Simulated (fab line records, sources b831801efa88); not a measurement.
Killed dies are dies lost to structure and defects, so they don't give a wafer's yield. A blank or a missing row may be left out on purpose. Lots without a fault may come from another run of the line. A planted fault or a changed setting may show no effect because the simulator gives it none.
Which tool did it? | flow sfq_line | 14 lots, 42 wafers sampled, at 6 steps of a route of 325

WHAT THE GAUGES READ, wafer by wafer
SFQ_M7_RS_MEAS_943: measures by four-point-probe.
lot  | measured     | on            | M7_NB_RS (ohm/sq)
L133 | day 67 23:50 | film_metro-02 | 0.908 0.903 0.896
L134 | day 75 07:02 | film_metro-01 | 0.880 0.873 0.866
L135 | day 75 11:11 | film_metro-04 | 0.896 0.899 0.894
L136 | day 77 15:40 | film_metro-04 | 0.895 0.892 0.898
L137 | day 77 19:18 | film_metro-04 | 0.881 0.879 0.883
L140 | day 81 04:12 | film_metro-02 | 0.889 0.883 0.894
L141 | day 81 17:10 | film_metro-01 | 0.891 0.890 0.889
L144 | day 82 15:11 | film_metro-04 | 0.887 0.880 0.889
L145 | day 82 19:58 | film_metro-01 | 0.882 0.888 0.888
L146 | day 83 00:55 | film_metro-04 | 0.883 0.891 0.888
L149 | day 83 17:43 | film_metro-04 | 0.892 1.532 0.884 0.893 1.533 0.885
L150 | day 83 23:44 | film_metro-01 | 0.888 0.887 0.887
L151 | day 84 02:07 | film_metro-02 | 0.891 1.534 0.906 0.889 1.537 0.906
L156 | day 85 08:07 | film_metro-04 | 0.876 0.878 0.887

SFQ_M8_BOW_MEAS_951.
lot  | measured     | on            | M8_BOW (um)
L133 | day 80 14:13 | film_metro-01 | -3 -10 -8
L134 | day 83 18:47 | film_metro-03 | -19 -17 -13
L135 | day 83 21:09 | film_metro-03 | 10 6 1
L136 | day 85 03:09 | film_metro-03 | 7 0 4
L137 | day 85 05:46 | film_metro-03 | 13 3 10
L140 | day 88 09:16 | film_metro-03 | 21 16 20
L141 | day 88 20:02 | film_metro-03 | 11 5 17
L144 | day 89 13:10 | film_metro-03 | -9 -4 9
L145 | day 89 16:26 | film_metro-01 | 13 9 29
L146 | day 89 18:50 | film_metro-03 | -1 -9 -9
L149 | day 90 11:46 | film_metro-01 | -3 -3 -6
L150 | day 93 11:01 | film_metro-04 | 15 10 -4
L151 | day 93 17:25 | film_metro-04 | -4 11 5
L156 | day 95 16:37 | film_metro-01 | 1 9 -4

WHICH TOOL RAN EACH LOT (tool, then ch and the chambers of the sampled wafers, then the start)
lot  | SFQ_TRILAYER_A5B_CMP_CMP_130  | SFQ_TRILAYER_M7_DEP_SPUTTER_175 | SFQ_TRILAYER_M7_ETCH_METAL_ETCH_180 | SFQ_TRILAYER_M7_STRIP_STRIP_181
L133 | cmp-02 ch 0,1,2, day 60 22:41 | pvd_sputter-03, day 67 23:43    | rie_metal-03 ch 0,1, day 72 19:48   | rie_metal-03 ch 0,1, day 72 19:55
L134 | cmp-01 ch 0,3, day 61 01:57   | pvd_sputter-03, day 75 06:54    | rie_metal-02 ch 0,1, day 75 19:23   | rie_metal-02 ch 0,1, day 75 19:40
L135 | cmp-01 ch 1,2,3, day 61 04:57 | pvd_sputter-04, day 75 11:06    | rie_metal-02 ch 0,1, day 75 20:33   | rie_metal-02 ch 0,1, day 75 20:40
L136 | cmp-01 ch 0,1, day 61 08:27   | pvd_sputter-06, day 77 15:34    | rie_metal-03 ch 0,1, day 77 18:19   | rie_metal-03 ch 0,1, day 77 18:26
L137 | cmp-02 ch 0,2, day 61 11:11   | pvd_sputter-06, day 77 19:10    | rie_metal-02 ch 0,1, day 77 21:50   | rie_metal-02 ch 0,1, day 77 22:07
L140 | cmp-02 ch 1,3, day 61 23:11   | pvd_sputter-04, day 81 04:05    | rie_metal-01 ch 0,1, day 84 17:43   | rie_metal-01 ch 0,1, day 84 17:51
L141 | cmp-01 ch 0,1,2, day 62 11:28 | pvd_sputter-04, day 81 17:04    | rie_metal-03 ch 1, day 84 23:43     | rie_metal-03 ch 1, day 84 23:51
L144 | cmp-02 ch 0,1,3, day 68 03:04 | pvd_sputter-06, day 82 15:04    | rie_metal-02 ch 0,1, day 85 15:28   | rie_metal-02 ch 0,1, day 85 15:36
L145 | cmp-01 ch 0,1, day 68 07:42   | pvd_sputter-03, day 82 19:52    | rie_metal-02 ch 0,1, day 85 17:52   | rie_metal-02 ch 0,1, day 85 18:00
L146 | cmp-02 ch 0,1,2, day 68 11:28 | pvd_sputter-06, day 83 00:49    | rie_metal-01 ch 0,1, day 85 21:28   | rie_metal-01 ch 0,1, day 85 21:36
L149 | cmp-01 ch 0,3, day 68 21:01   | pvd_sputter-06, day 83 17:37    | rie_metal-03 ch 0,1, day 86 13:04   | rie_metal-03 ch 0,1, day 86 13:12
L150 | cmp-02 ch 0,2,3, day 68 23:25 | pvd_sputter-03, day 83 23:37    | rie_metal-02 ch 0,1, day 86 20:16   | rie_metal-02 ch 0,1, day 86 20:24
L151 | cmp-01 ch 0,1,3, day 73 05:04 | pvd_sputter-06, day 84 02:01    | rie_metal-01 ch 0,1, day 86 23:52   | rie_metal-01 ch 0,1, day 87 00:00
L156 | cmp-01 ch 1,2,3, day 74 06:24 | pvd_sputter-03, day 85 08:01    | rie_metal-02 ch 0,1, day 88 10:27   | rie_metal-02 ch 0,1, day 88 10:34
- SFQ_TRILAYER_A5B_CMP_CMP_130: polishes, stops on Nb, target thk 340.7 nm.
- SFQ_TRILAYER_M7_DEP_SPUTTER_175: material Nb, target thk 200 nm, time 133.3 s.
- SFQ_TRILAYER_M7_ETCH_METAL_ETCH_180: etches Nb in Cl2/Ar, stops on SiO2, target depth 240 nm, time 120 s.
- SFQ_TRILAYER_M7_STRIP_STRIP_181: strips in O2.

WHAT THE TOOLS THEMSELVES READ (means of the sampled wafers that have a number; where no wafer has one, the mark that the record gives instead)
SFQ_TRILAYER_A5B_CMP_CMP_130.
lot  | tool   | motor_current_A (A) | slurry_filter_dp_kPa (kPa)
L133 | cmp-02 | 9.2                 | 13.62
L134 | cmp-01 | 9.7                 | 13.47
L135 | cmp-01 | 10.1                | 13.43
L136 | cmp-01 | 11.2                | 13.54
L137 | cmp-02 | 9.2                 | 13.56
L140 | cmp-02 | 9.5                 | 13.48
L141 | cmp-01 | 10.6                | 13.55
L144 | cmp-02 | 10.0                | 13.44
L145 | cmp-01 | 10.7                | 13.49
L146 | cmp-02 | 9.0                 | 13.51
L149 | cmp-01 | 10.0                | 13.46
L150 | cmp-02 | 10.5                | 13.48
L151 | cmp-01 | 10.1                | 13.49
L156 | cmp-01 | 10.4                | 13.45

SFQ_TRILAYER_M7_DEP_SPUTTER_175.
lot  | tool           | throttle_valve_pct (%)
L133 | pvd_sputter-03 | 29.9
L134 | pvd_sputter-03 | 29.9
L135 | pvd_sputter-04 | 31.2
L136 | pvd_sputter-06 | 29.2
L137 | pvd_sputter-06 | 29.0
L140 | pvd_sputter-04 | 31.1
L141 | pvd_sputter-04 | 31.4
L144 | pvd_sputter-06 | 30.0
L145 | pvd_sputter-03 | 29.8
L146 | pvd_sputter-06 | 29.0
L149 | pvd_sputter-06 | 28.9
L150 | pvd_sputter-03 | 30.3
L151 | pvd_sputter-06 | 30.5
L156 | pvd_sputter-03 | 29.5

SFQ_TRILAYER_M7_ETCH_METAL_ETCH_180.
lot  | tool         | drypump_motor_current_A (A) | oes_product_au (a.u.)
L133 | rie_metal-03 | 5.4                         | 0.884
L134 | rie_metal-02 | 5.7                         | 0.904
L135 | rie_metal-02 | 6.0                         | 0.890
L136 | rie_metal-03 | 5.3                         | 0.892
L137 | rie_metal-02 | 5.7                         | 0.893
L140 | rie_metal-01 | 5.7                         | 0.891
L141 | rie_metal-03 | 5.3                         | 0.892
L144 | rie_metal-02 | 6.0                         | 0.896
L145 | rie_metal-02 | 5.7                         | 0.894
L146 | rie_metal-01 | 5.8                         | 0.897
L149 | rie_metal-03 | 5.3                         | 0.822
L150 | rie_metal-02 | 6.0                         | 0.899
L151 | rie_metal-01 | 5.6                         | 0.822
L156 | rie_metal-02 | 5.7                         | 0.900

SFQ_TRILAYER_M7_STRIP_STRIP_181.
lot  | tool         | drypump_motor_current_A (A) | oes_product_au (a.u.) | platen_temp_c (C)
L133 | rie_metal-03 | 5.4                         | 0.999                 | 40.05
L134 | rie_metal-02 | 5.7                         | 1.000                 | 39.94
L135 | rie_metal-02 | 6.0                         | 0.999                 | 40.02
L136 | rie_metal-03 | 5.3                         | 1.003                 | 39.99
L137 | rie_metal-02 | 5.7                         | 0.989                 | 39.99
L140 | rie_metal-01 | 5.7                         | 1.001                 | 40.00
L141 | rie_metal-03 | 5.3                         | 0.995                 | 39.94
L144 | rie_metal-02 | 5.9                         | 0.999                 | 40.13
L145 | rie_metal-02 | 5.7                         | 0.996                 | 39.97
L146 | rie_metal-01 | 5.7                         | 1.005                 | 39.90
L149 | rie_metal-03 | 5.4                         | 0.999                 | 39.99
L150 | rie_metal-02 | 5.9                         | 0.994                 | 40.12
L151 | rie_metal-01 | 5.6                         | 1.010                 | 39.84
L156 | rie_metal-02 | 5.7                         | 1.001                 | 39.88

THE ANSWER, worked out from the rows above alone
Rule: what is usual is taken from the lots themselves. Put in order of their means at a reading, lots are off if they are a third of the lots or fewer, leave a main group of 4 or more, and stand apart from it by a gap of 3 or more times the standard deviation of the main group's means; of several such gaps the widest counts. A main group whose means are all the same, to the digits that the tables above print for the reading, isn't used. A lot without any number at a reading at which 4 lots or more have one is off too. The other lots that the step has rows for count as sound. The gauges are gone through in route order, then the tools' own readings, and for those a lot's mean is taken as printed above. The first step at which some lot is off is used, and at that step the reading that is off furthest; a lot without a number counts as furthest.
Off: L149, L151, at SFQ_M7_RS_MEAS_943 (M7_NB_RS). The main group: mean 0.888 ohm/sq, standard deviation 0.0075.
A tool fits if, at a process step before that reading, it ran every lot that is off, and no sound lot after the first of them. The gauges at SFQ_M7_RS_MEAS_943 aren't tried: what is off there is off at SFQ_TRILAYER_M7_ETCH_METAL_ETCH_180 too, on other tools, and a gauge's error can't cause that. One fits: pvd_sputter-06 at SFQ_TRILAYER_M7_DEP_SPUTTER_175. Its last sound lot is L146 (day 83 00:49), its first lot that is off L149 (day 83 17:37): a fault that began between those two fits.

WHAT THE SIMULATOR HAD PUT IN
Process parameter drift: pvd_sputter-06, from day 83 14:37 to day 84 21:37, at SFQ_TRILAYER_M7_DEP_SPUTTER_175. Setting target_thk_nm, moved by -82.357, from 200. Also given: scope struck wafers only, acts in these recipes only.
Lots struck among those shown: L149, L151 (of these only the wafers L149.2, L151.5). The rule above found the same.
